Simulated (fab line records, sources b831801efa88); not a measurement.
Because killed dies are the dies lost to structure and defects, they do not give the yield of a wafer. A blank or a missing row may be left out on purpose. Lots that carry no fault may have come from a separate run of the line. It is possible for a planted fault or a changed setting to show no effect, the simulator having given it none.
Chamber matching | flow sky130 | SKY_VIA4_HDPCVD_00 on hdpcvd-01: 3 sister chambers
The step deposits SiO2, target thk 1750 nm, time 291.7 s. 6 wafers are shown with their chamber, then 8 later ones without.

## WAFERS, EACH WITH ITS CHAMBER
wafer  | chamber | run_length_s (s)
L168.2 | 1       | 320.0
L169.5 | 0       | 320.3
L170.3 | 2       | 319.6
L170.4 | 1       | 319.9
L170.6 | 2       | 319.7
L173.1 | 0       | 319.6

## WAFERS WITH NO CHAMBER GIVEN
wafer  | run_length_s (s)
L173.3 | 319.5
L173.5 | 319.9
L177.2 | 320.0
L177.3 | 320.2
L177.4 | 320.6
L178.2 | 320.1
L178.5 | 320.2
L178.6 | 319.9

## CHAMBER TAKEN BY EACH
wafer  | from the rows above          | in truth
L173.3 | can't be placed: 2 or 1 or 0 | 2
L173.5 | can't be placed: 1 or 0 or 2 | 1
L177.2 | can't be placed: 0 or 1 or 2 | 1
L177.3 | can't be placed: 0 or 1 or 2 | 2
L177.4 | can't be placed: 0 or 1 or 2 | 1
L178.2 | can't be placed: 0 or 1 or 2 | 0
L178.5 | can't be placed: 0 or 1 or 2 | 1
L178.6 | can't be placed: 1 or 0 or 2 | 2
Placed correctly: 0 of 8. From these rows, 8 cannot be placed; in 8 the true chamber is one of the candidates. Number placed wrongly: 0.
How it was worked out, from the rows above alone: a wafer's distance from a chamber is the root of the sum, over the readings, of the square of ((its reading less the chamber's mean) divided by the reading's scatter). The wafer belongs to the nearest chamber; if the next one is less than 2 further off, it can't be placed. For every chamber, the mean is computed from those of its wafers that are shown. The scatter: take each reading less its chamber's mean, square it, sum over the shown wafers, divide by the number of wafers less the number of chambers, and take the root.
